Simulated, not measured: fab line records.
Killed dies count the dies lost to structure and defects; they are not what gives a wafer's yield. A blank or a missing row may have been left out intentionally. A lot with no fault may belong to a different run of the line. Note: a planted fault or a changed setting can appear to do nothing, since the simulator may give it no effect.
fab line records	flow gf180mcu	part 1 of 2: steps 1 to 24 of 35
record: lots: 5	wafers: 15	last_day: 33
route steps=602 shown STI@22 DNWELL@32 NWELL@42 LVPWELL@54
lots untouched by any fault: they come from a run of this same line in which no faults occurred
start_h: the number of hours between the record's first day and the start of the first shown wafer of the lot	wait_h: hours since the lot's step before	" repeats the value in the row above	L1.1+2: several wafers, shown together as one row	- either no value or no given start	* or withheld: withheld	< > ~ a bound
route shown NAME@n: NAME is a module with steps in the file, n the number in the route of the first one	usual: mean/standard deviation of fault-free wafers	same: alike in all rows	chamber/n: place in a boat	sites: each site's reading	_std_site: the standard deviation of these	_edge_site: inner sites' mean taken away from outer sites' mean	radius_mm: for every site, how far away it sits from the centre of the wafer	mask NAME#n: copy n	behind: the most recent tool/chamber to have shaped the wafer	hold: what put the lot on hold/how long, in hours/how the hold closed	device: names the non-switching transistor (n, p or np)	end of line: tests of these same wafers at the route's end	step lacking rows: just its recipe	killed: the dies lost at the first sort to structure and to defects; this is not the yield of the wafer	map: dies across one wafer; x = killed, . = not, _ = none there
set.NAME: the run value of the setting; set.NAME@STEP: its run value at that earlier step	model.NAME: the simulator's own value behind a step, which no gauge read
a table for each step, a row for each wafer; lots at some steps of the route
services: the hour from which a tool's chamber was out of use, counted from the record's first day as start_h (under 0 if before that day), plus the number of hours and why
== steps ==
step: GF_STI_OXIDATION_21
recipe: temp_c: 1000	ambient: O2	stabilise_s: 600	purge_s: 300	target_thk_a: 150	ox_time_s: 458
usual: spike_tc_upper_C: 998.2/1.2	zone_power_lower_pct: 20.7/2.2
lot.wafer	tool	chamber	start_h	wait_h	spike_tc_upper_C	zone_power_lower_pct
L080.1	furnace-01	0	57.56	0.0	997.2	22.1
L080.2	"	0	"	"	1000.1	22.2
L080.5	"	0	"	"	998.4	22.3
L084.1	furnace-02	0	77.07	0.0	997.6	17.9
L084.4	"	0	"	"	998.5	17.9
L084.5	"	0	"	"	999.5	18.0
L086.1	furnace-01	0	86.87	0.0	998.1	22.5
L086.2	"	0	"	"	996.9	22.4
L086.3	"	0	"	"	996.3	22.1
L089.1	furnace-01	0	103.46	0.0	999.4	22.5
L089.5	"	0	"	"	997.3	22.4
L089.6	"	0	"	"	998.7	22.6
L094.2	furnace-01	0	129.83	0.0	998.6	22.5
L094.3	"	0	"	"	997.0	22.3
L094.4	"	0	"	"	996.6	22.2
step: GF_STI_THK_MEAS_22
recipe: reads: SiO2_of_STI_OXIDATION_21
usual: STI_OXIDATION_01_THK: 14.9/0.32
lot.wafer	tool	chamber	start_h	wait_h	STI_OXIDATION_01_THK[nm]
L080.1	film_metro-01	-	58.69	0.0	14.6
L080.2	"	-	"	"	14.9
L080.5	"	-	"	"	14.8
L084.1	film_metro-04	-	78.20	0.0	15.6
L084.4	"	-	"	"	15.4
L084.5	"	-	"	"	15.2
L086.1	film_metro-04	-	88.00	0.0	14.7
L086.2	"	-	"	"	14.7
L086.3	"	-	"	"	14.4
L089.1	film_metro-04	-	104.59	0.0	14.6
L089.5	"	-	"	"	14.6
L089.6	"	-	"	"	14.5
L094.2	film_metro-02	-	130.97	0.0	14.9
L094.3	"	-	"	"	15.1
L094.4	"	-	"	"	15.0
step: GF_STI_CVD_23
recipe: material: SiO2	target_thk_nm: 650	sigma_open_frac: 0.3	time_s: 108.3	temp_c: 600	sih4_flow_sccm: 60	pressure_mtorr: 6
lot.wafer	tool	chamber	start_h	wait_h
L080.1+2+5	hdpcvd-02	1,0,2	58.75	0.1
L084.1+4+5	hdpcvd-01	0,0,2	78.26	0.1
L086.1+2+3	hdpcvd-01	0,2,1	88.06	0.1
L089.1+5+6	hdpcvd-01	2,2,1	104.65	0.1
L094.2+3+4	hdpcvd-02	2,0,1	131.02	0.0
step: GF_STI_THK_MEAS_24
recipe: reads: SiO2_of_STI_CVD_23
usual: STI_CVD_23_THK: 648/6
lot.wafer	tool	chamber	start_h	wait_h	STI_CVD_23_THK[nm]
L080.1	film_metro-04	-	58.82	0.0	644
L080.2	"	-	"	"	654
L080.5	"	-	"	"	645
L084.1	film_metro-01	-	78.34	0.0	646
L084.4	"	-	"	"	640
L084.5	"	-	"	"	647
L086.1	film_metro-02	-	88.13	0.0	642
L086.2	"	-	"	"	649
L086.3	"	-	"	"	657
L089.1	film_metro-02	-	104.72	0.0	649
L089.5	"	-	"	"	652
L089.6	"	-	"	"	644
L094.2	film_metro-04	-	131.11	0.0	651
L094.3	"	-	"	"	648
L094.4	"	-	"	"	646
step: GF_STI_CMP_25
recipe: stop_on: Si3N4	t_overpolish_s: 33	down_force_psi: 4	platen_rpm: 60	target_thk_nm: 524.6	pad_velocity_m_s: 0.94248
usual: motor_current_A: 12.5/1.1	overpolish_run_s: 32.999/0.01	retaining_ring_pressure_frac: 0.999/0.005	time_to_endpoint_s: 123/7
lot.wafer	tool	chamber	start_h	wait_h	motor_current_A	overpolish_run_s	retaining_ring_pressure_frac	time_to_endpoint_s
L080.1	cmp-02	0	58.88	0.1	12.2	33.013	0.995	128
L080.2	"	2	"	"	12.0	32.992	1.001	123
L080.5	"	0	"	"	12.4	32.987	0.999	127
L084.1	cmp-01	0	78.40	0.1	12.9	32.999	0.993	124
L084.4	"	3	"	"	10.9	32.986	1.006	130
L084.5	"	1	"	"	12.8	33.011	0.999	123
L086.3	cmp-01	2	88.19	0.0	11.3	33.012	0.996	126
L086.2	"	3	"	"	11.1	33.015	1.000	128
L086.1	"	0	"	"	13.2	32.995	0.997	125
L089.1	cmp-02	0	104.88	0.1	12.7	32.999	1.002	118
L089.6	"	2	"	"	10.9	33.003	1.003	114
L089.5	"	3	"	"	14.1	33.002	0.991	115
L094.3	cmp-01	1	131.16	0.0	12.5	32.971	0.992	119
L094.4	"	2	"	"	10.9	33.010	0.993	124
L094.2	"	3	"	"	11.9	32.997	1.005	135
step: GF_STI_WET_ETCH_26
recipe: chemistry: dHF	target_depth_nm: 94	target: SiO2	temp_c: 25	dilution: 10:1	time_s: 188
usual: temp_c: 25.02/0.093
lot.wafer	tool	chamber	start_h	wait_h	temp_c
L080.1	wet_bench-02	0	59.18	0.2	25.23
L080.2	"	0	"	"	25.12
L080.5	"	0	"	"	24.94
L084.1	wet_bench-03	0	78.70	0.2	25.13
L084.4	"	0	"	"	24.97
L084.5	"	0	"	"	24.86
L086.1	wet_bench-04	1	88.49	0.1	25.02
L086.2	"	1	"	"	24.95
L086.3	"	1	"	"	24.92
L089.1	wet_bench-04	2	105.08	0.1	25.01
L089.5	"	2	"	"	24.88
L089.6	"	2	"	"	25.16
L094.2	wet_bench-03	1	131.46	0.1	25.03
L094.3	"	1	"	"	25.03
L094.4	"	1	"	"	25.14
step: GF_STI_WET_ETCH_27
recipe: chemistry: H3PO4	target_depth_nm: 160	target: Si3N4	temp_c: 160	time_s: 1825
usual: bath_guard_temp_C: 159.8/0.55	temp_c: 160.00/0.16
lot.wafer	tool	chamber	start_h	wait_h	bath_guard_temp_C	temp_c
L080.1	wet_bench-04	2	59.24	0.0	159.0	160.10
L080.2	"	2	"	"	159.3	160.36
L080.5	"	2	"	"	159.1	160.19
L084.1	wet_bench-02	2	78.76	0.0	159.9	159.75
L084.4	"	2	"	"	160.0	159.84
L084.5	"	2	"	"	159.7	159.76
L086.1	wet_bench-03	2	88.55	0.0	159.9	159.76
L086.2	"	2	"	"	160.2	159.91
L086.3	"	2	"	"	160.4	159.82
L089.1	wet_bench-03	0	105.15	0.0	159.2	159.88
L089.5	"	0	"	"	159.4	160.03
L089.6	"	0	"	"	159.7	160.14
L094.2	wet_bench-04	3	131.52	0.0	160.2	160.09
L094.3	"	3	"	"	159.9	159.84
L094.4	"	3	"	"	160.1	160.00
step: GF_STI_WET_ETCH_28
recipe: chemistry: dHF	target_depth_nm: 20	dry: ipa_marangoni	target: SiO2	temp_c: 25	dilution: 10:1	time_s: 40
usual: temp_c: 24.98/0.12
lot.wafer	tool	chamber	start_h	wait_h	temp_c
L080.1	wet_bench-04	3	59.81	0.0	24.89
L080.2	"	3	"	"	24.88
L080.5	"	3	"	"	24.84
L084.1	wet_bench-04	0	79.28	0.0	25.07
L084.4	"	0	"	"	24.91
L084.5	"	0	"	"	24.86
L086.1	wet_bench-04	3	89.11	0.0	24.88
L086.2	"	3	"	"	24.93
L086.3	"	3	"	"	24.84
L089.1	wet_bench-04	0	105.66	0.0	24.99
L089.5	"	0	"	"	25.07
L089.6	"	0	"	"	24.92
L094.2	wet_bench-02	3	132.04	0.0	24.99
L094.3	"	3	"	"	24.87
L094.4	"	3	"	"	24.77
step: GF_STI_OXIDATION_29
recipe: temp_c: 900	ambient: O2	stabilise_s: 600	purge_s: 300	target_thk_a: 100	ox_time_s: 1418
usual: spike_tc_upper_C: 898.5/1.2	zone_power_lower_pct: 15.2/1.6
lot.wafer	tool	chamber	start_h	wait_h	spike_tc_upper_C	zone_power_lower_pct
L080.1	furnace-02	0	59.83	0.0	900.2	14.1
L080.2	"	0	"	"	899.1	14.2
L080.5	"	0	"	"	897.4	13.9
L084.1	furnace-02	0	79.30	0.0	896.3	14.2
L084.4	"	0	"	"	899.2	14.1
L084.5	"	0	"	"	898.6	14.1
L086.1	furnace-02	0	89.13	0.0	899.1	14.1
L086.2	"	0	"	"	900.1	14.2
L086.3	"	0	"	"	899.1	14.0
L089.1	furnace-01	0	105.68	0.0	895.7	17.5
L089.5	"	0	"	"	898.1	17.7
L089.6	"	0	"	"	898.3	17.6
L094.2	furnace-01	0	132.08	0.0	898.3	17.5
L094.3	"	0	"	"	896.5	17.6
L094.4	"	0	"	"	897.2	17.8
step: GF_STI_THK_MEAS_30
recipe: reads: SiO2_of_STI_OXIDATION_29
usual: STI_OXIDATION_02_THK: 9.90/0.18
lot.wafer	tool	chamber	start_h	wait_h	STI_OXIDATION_02_THK[nm]
L080.1	film_metro-04	-	61.22	0.0	10.04
L080.2	"	-	"	"	10.16
L080.5	"	-	"	"	10.16
L084.1	film_metro-02	-	80.69	0.0	9.84
L084.4	"	-	"	"	10.24
L084.5	"	-	"	"	10.05
L086.1	film_metro-04	-	90.53	0.0	9.99
L086.2	"	-	"	"	9.96
L086.3	"	-	"	"	9.92
L089.1	film_metro-04	-	107.07	0.0	9.78
L089.5	"	-	"	"	9.73
L089.6	"	-	"	"	9.76
L094.2	film_metro-01	-	133.48	0.0	10.15
L094.3	"	-	"	"	9.97
L094.4	"	-	"	"	9.85
step: GF_DNWELL_DEHYDRATE_00
recipe: temp_c: 200	time_s: 60
usual: resist_line_temp_C: 23.01/0.12
lot.wafer	tool	chamber	start_h	wait_h	resist_line_temp_C
L080.1	litho_track-03	0	66.89	5.7	22.96
L080.2	"	0	"	"	23.08
L080.5	"	0	"	"	23.03
L084.1	litho_track-01	0	86.34	5.6	22.88
L084.4	"	0	"	"	22.78
L084.5	"	0	"	"	22.79
L086.1	litho_track-02	0	96.58	6.0	23.01
L086.2	"	0	"	"	22.93
L086.3	"	0	"	"	22.99
L089.1	litho_track-03	0	112.79	5.7	22.93
L089.5	"	0	"	"	22.96
L089.6	"	0	"	"	22.75
L094.2	litho_track-02	0	139.66	6.2	23.01
L094.3	"	0	"	"	22.79
L094.4	"	0	"	"	22.91
step: GF_DNWELL_HMDS_01
recipe: prime_time_s: 60	prime_temp_c: 120
usual: resist_line_temp_C: 23.00/0.098
lot.wafer	tool	chamber	start_h	wait_h	resist_line_temp_C
L080.1	litho_track-03	0	67.04	0.1	23.15
L080.2	"	0	"	"	23.06
L080.5	"	0	"	"	22.95
L084.1	litho_track-01	0	86.49	0.1	22.89
L084.4	"	0	"	"	22.94
L084.5	"	0	"	"	22.93
L086.1	litho_track-02	0	96.73	0.1	22.80
L086.2	"	0	"	"	22.73
L086.3	"	0	"	"	22.89
L089.1	litho_track-03	0	112.94	0.1	22.98
L089.5	"	0	"	"	22.95
L089.6	"	0	"	"	22.94
L094.2	litho_track-02	0	139.81	0.1	23.04
L094.3	"	0	"	"	22.94
L094.4	"	0	"	"	22.98
step: GF_DNWELL_COAT_02
recipe: spin_rpm: 2000	resist_thk_nm: 3000
usual: resist_line_temp_C: 22.99/0.09
lot.wafer	tool	chamber	start_h	wait_h	resist_line_temp_C
L080.1	litho_track-03	0	67.19	0.1	22.93
L080.2	"	0	"	"	23.05
L080.5	"	0	"	"	23.06
L084.1	litho_track-01	0	86.64	0.1	23.00
L084.4	"	0	"	"	22.94
L084.5	"	0	"	"	22.75
L086.1	litho_track-02	0	96.88	0.1	22.88
L086.2	"	0	"	"	22.89
L086.3	"	0	"	"	22.85
L089.1	litho_track-03	0	113.09	0.1	23.00
L089.5	"	0	"	"	22.99
L089.6	"	0	"	"	23.02
L094.2	litho_track-02	0	139.96	0.1	23.04
L094.3	"	0	"	"	23.12
L094.4	"	0	"	"	23.22
step: GF_DNWELL_SOFTBAKE_03
recipe: temp_c: 110	time_s: withheld
usual: resist_line_temp_C: 22.99/0.1
lot.wafer	tool	chamber	start_h	wait_h	resist_line_temp_C
L080.1	litho_track-03	0	67.34	0.1	22.93
L080.2	"	0	"	"	23.01
L080.5	"	0	"	"	22.96
L084.1	litho_track-01	0	86.79	0.1	22.95
L084.4	"	0	"	"	22.98
L084.5	"	0	"	"	22.83
L086.1	litho_track-02	0	97.03	0.1	23.01
L086.2	"	0	"	"	23.06
L086.3	"	0	"	"	23.03
L089.1	litho_track-03	0	113.24	0.1	23.06
L089.5	"	0	"	"	23.09
L089.6	"	0	"	"	23.09
L094.2	litho_track-02	0	140.12	0.1	22.99
L094.3	"	0	"	"	22.96
L094.4	"	0	"	"	23.13
step: GF_DNWELL_EXPOSE_04
recipe: mask_id: DNWELL	target_cd_nm: 1700	na: 0.6	source_shape: conventional	sigma_outer: 0.6	dose_mj: 260
usual: exposure_dose_mJ_cm2: 260.03/0.23	focus_offset_nm: 0.1/0.5
lot.wafer	tool	chamber	start_h	wait_h	mask	exposure_dose_mJ_cm2	focus_offset_nm
L080.1	iline_stepper-01	0	-	-	DNWELL#0	259.68	0.1
L080.2	"	0	"	"	DNWELL#0	260.00	-0.2
L080.5	"	0	"	"	DNWELL#0	259.80	-0.2
L084.1	iline_stepper-02	0	-	-	DNWELL#0	260.16	-0.9
L084.4	"	0	"	"	DNWELL#0	260.12	-0.4
L084.5	"	0	"	"	DNWELL#0	260.04	0.2
L086.1	iline_stepper-02	0	-	-	DNWELL#0	260.11	-0.2
L086.2	"	0	"	"	DNWELL#0	259.90	0.2
L086.3	"	0	"	"	DNWELL#0	259.69	-0.6
L089.1	iline_stepper-01	0	-	-	DNWELL#0	259.77	-0.3
L089.5	"	0	"	"	DNWELL#0	260.12	0.1
L089.6	"	0	"	"	DNWELL#0	260.37	-0.2
L094.2	iline_stepper-02	0	-	-	DNWELL#0	260.41	0.4
L094.3	"	0	"	"	DNWELL#0	260.34	-0.2
L094.4	"	0	"	"	DNWELL#0	260.46	0.3
step: GF_DNWELL_PEB_05
recipe: temp_c: 115	time_s: withheld
usual: resist_line_temp_C: 23.00/0.11
lot.wafer	tool	chamber	start_h	wait_h	resist_line_temp_C
L080.1	litho_track-03	0	-	-	23.17
L080.2	"	0	"	"	23.03
L080.5	"	0	"	"	23.07
L084.1	litho_track-02	0	-	-	22.92
L084.4	"	0	"	"	22.83
L084.5	"	0	"	"	22.89
L086.1	litho_track-01	0	-	-	23.13
L086.2	"	0	"	"	23.08
L086.3	"	0	"	"	23.07
L089.1	litho_track-02	0	-	-	23.23
L089.5	"	0	"	"	23.22
L089.6	"	0	"	"	23.09
L094.2	litho_track-02	0	-	-	23.09
L094.3	"	0	"	"	23.01
L094.4	"	0	"	"	23.08
step: GF_DNWELL_DEVELOP_06
recipe: wall_angle_deg: 90	develop_time_s: 60	dev_temp_c: 23
usual: resist_line_temp_C: 23.01/0.1
same: develop_time_s: 60
lot.wafer	tool	chamber	start_h	wait_h	resist_line_temp_C
L080.1	litho_track-03	0	-	-	23.03
L080.2	"	0	"	"	22.96
L080.5	"	0	"	"	23.02
L084.1	litho_track-02	0	-	-	23.09
L084.4	"	0	"	"	23.02
L084.5	"	0	"	"	23.07
L086.1	litho_track-01	0	-	-	22.98
L086.2	"	0	"	"	22.92
L086.3	"	0	"	"	22.96
L089.1	litho_track-02	0	-	-	22.86
L089.5	"	0	"	"	22.79
L089.6	"	0	"	"	22.93
L094.2	litho_track-02	0	-	-	23.00
L094.3	"	0	"	"	22.81
L094.4	"	0	"	"	22.84
step: GF_DNWELL_IMPLANT_07
recipe: species: P	energy_kev: 1500	dose_cm2: 1e+13	tilt_deg: 0
lot.wafer	tool	chamber	start_h	wait_h
L080.1+2+5	implanter-04	0	73.69	-
L084.1+4+5	implanter-02	0	93.28	-
L086.1+2+3	implanter-04	0	103.69	-
L089.1+5+6	implanter-02	0	119.38	-
L094.2+3+4	implanter-04	0	146.91	-
step: GF_DNWELL_STRIP_08
recipe: chemistry: O2/N2	power_w: 1400	pressure_mtorr: 1500	platen_temp_c: 250	o2_flow_sccm: 3000	n2_flow_sccm: 300	overash_fraction: 0.5
usual: drypump_motor_current_A: 5.6/0.49	heater_power_w: 324/32	oes_product_au: 0.722/0.004	strip_time_to_endpoint_s: 36.97/0.083
lot.wafer	tool	chamber	start_h	wait_h	drypump_motor_current_A	heater_power_w	oes_product_au	rf_hours_counter_h	strip_time_to_endpoint_s
L080.1	plasma_asher-04	1	73.84	0.1	6.0	333	0.725	43	36.94
L080.2	"	0	"	"	6.0	322	0.724	43	37.06
L080.5	"	1	"	"	5.9	336	0.721	-	37.00
L084.1	plasma_asher-02	0	93.43	0.1	6.2	416	0.724	43	36.87
L084.4	"	0	"	"	6.2	426	0.723	-	36.97
L084.5	"	1	"	"	6.0	331	0.722	-	37.00
L086.1	plasma_asher-01	1	103.84	0.1	4.9	295	0.725	31	36.76
L086.2	"	0	"	"	5.2	315	0.723	31	36.92
L086.3	"	1	"	"	4.9	287	0.723	-	36.85
L089.1	plasma_asher-01	0	119.53	0.1	5.2	316	0.729	33	36.95
L089.5	"	0	"	"	5.2	315	0.721	-	37.10
L089.6	"	1	"	"	4.9	284	0.726	-	36.99
L094.2	plasma_asher-01	0	147.03	0.1	5.2	311	0.720	35	37.01
L094.3	"	1	"	"	5.0	294	0.723	-	37.00
L094.4	"	0	"	"	5.2	309	0.726	-	37.07
step: GF_DNWELL_TW_MEAS_09
usual: DNWELL_TW: 1345/12
lot.wafer	tool	chamber	start_h	wait_h	DNWELL_TW
L080.1	film_metro-04	-	73.94	0.1	1337
L080.2	"	-	"	"	1343
L080.5	"	-	"	"	1340
L084.1	film_metro-04	-	93.53	0.1	1348
L084.4	"	-	"	"	1351
L084.5	"	-	"	"	1353
L086.1	film_metro-03	-	103.94	0.1	1341
L086.2	"	-	"	"	1353
L086.3	"	-	"	"	1343
L089.1	film_metro-03	-	119.63	0.1	1344
L089.5	"	-	"	"	1344
L089.6	"	-	"	"	1337
L094.2	film_metro-03	-	147.14	0.1	1357
L094.3	"	-	"	"	1367
L094.4	"	-	"	"	1355
step: GF_NWELL_DEHYDRATE_00
recipe: temp_c: 200	time_s: 60
usual: resist_line_temp_C: 23.02/0.1
lot.wafer	tool	chamber	start_h	wait_h	resist_line_temp_C
L080.1	litho_track-01	0	79.59	5.6	23.07
L080.2	"	0	"	"	23.09
L080.5	"	0	"	"	23.05
L084.1	litho_track-03	0	99.09	5.5	23.13
L084.4	"	0	"	"	23.20
L084.5	"	0	"	"	23.14
L086.1	litho_track-04	0	109.99	6.0	22.96
L086.2	"	0	"	"	23.06
L086.3	"	0	"	"	23.05
L089.1	litho_track-03	0	125.64	6.0	23.07
L089.5	"	0	"	"	23.01
L089.6	"	0	"	"	22.88
L094.2	litho_track-04	0	153.92	6.8	22.99
L094.3	"	0	"	"	22.93
L094.4	"	0	"	"	22.94
step: GF_NWELL_HMDS_01
recipe: prime_time_s: 60	prime_temp_c: 120
usual: resist_line_temp_C: 23.03/0.1
lot.wafer	tool	chamber	start_h	wait_h	resist_line_temp_C
L080.1	litho_track-01	0	79.74	0.1	22.89
L080.2	"	0	"	"	22.86
L080.5	"	0	"	"	22.92
L084.1	litho_track-03	0	99.24	0.1	22.88
L084.4	"	0	"	"	23.00
L084.5	"	0	"	"	22.86
L086.1	litho_track-04	0	110.14	0.1	23.25
L086.2	"	0	"	"	23.29
L086.3	"	0	"	"	23.26
L089.1	litho_track-03	0	125.79	0.1	22.96
L089.5	"	0	"	"	23.08
L089.6	"	0	"	"	22.98
L094.2	litho_track-04	0	154.07	0.1	23.02
L094.3	"	0	"	"	22.95
L094.4	"	0	"	"	23.04
step: GF_NWELL_COAT_02
recipe: spin_rpm: 2000	resist_thk_nm: 3000
usual: resist_line_temp_C: 22.97/0.1
lot.wafer	tool	chamber	start_h	wait_h	resist_line_temp_C
L080.1	litho_track-01	0	79.89	0.1	22.90
L080.2	"	0	"	"	22.83
L080.5	"	0	"	"	22.92
L084.1	litho_track-03	0	99.39	0.1	22.92
L084.4	"	0	"	"	23.02
L084.5	"	0	"	"	23.01
L086.1	litho_track-04	0	110.29	0.1	22.96
L086.2	"	0	"	"	23.02
L086.3	"	0	"	"	23.13
L089.1	litho_track-03	0	125.94	0.1	22.67
L089.5	"	0	"	"	22.91
L089.6	"	0	"	"	22.92
L094.2	litho_track-04	0	154.22	0.1	23.03
L094.3	"	0	"	"	23.07
L094.4	"	0	"	"	22.94
step: GF_NWELL_SOFTBAKE_03
recipe: temp_c: 110	time_s: withheld
usual: resist_line_temp_C: 23.00/0.094
lot.wafer	tool	chamber	start_h	wait_h	resist_line_temp_C
L080.1	litho_track-01	0	80.04	0.1	23.04
L080.2	"	0	"	"	22.86
L080.5	"	0	"	"	23.04
L084.1	litho_track-03	0	99.54	0.1	23.13
L084.4	"	0	"	"	23.08
L084.5	"	0	"	"	23.02
L086.1	litho_track-04	0	110.44	0.1	22.99
L086.2	"	0	"	"	23.02
L086.3	"	0	"	"	23.08
L089.1	litho_track-03	0	126.09	0.1	22.94
L089.5	"	0	"	"	22.91
L089.6	"	0	"	"	22.95
L094.2	litho_track-04	0	154.38	0.1	22.86
L094.3	"	0	"	"	22.89
L094.4	"	0	"	"	22.84
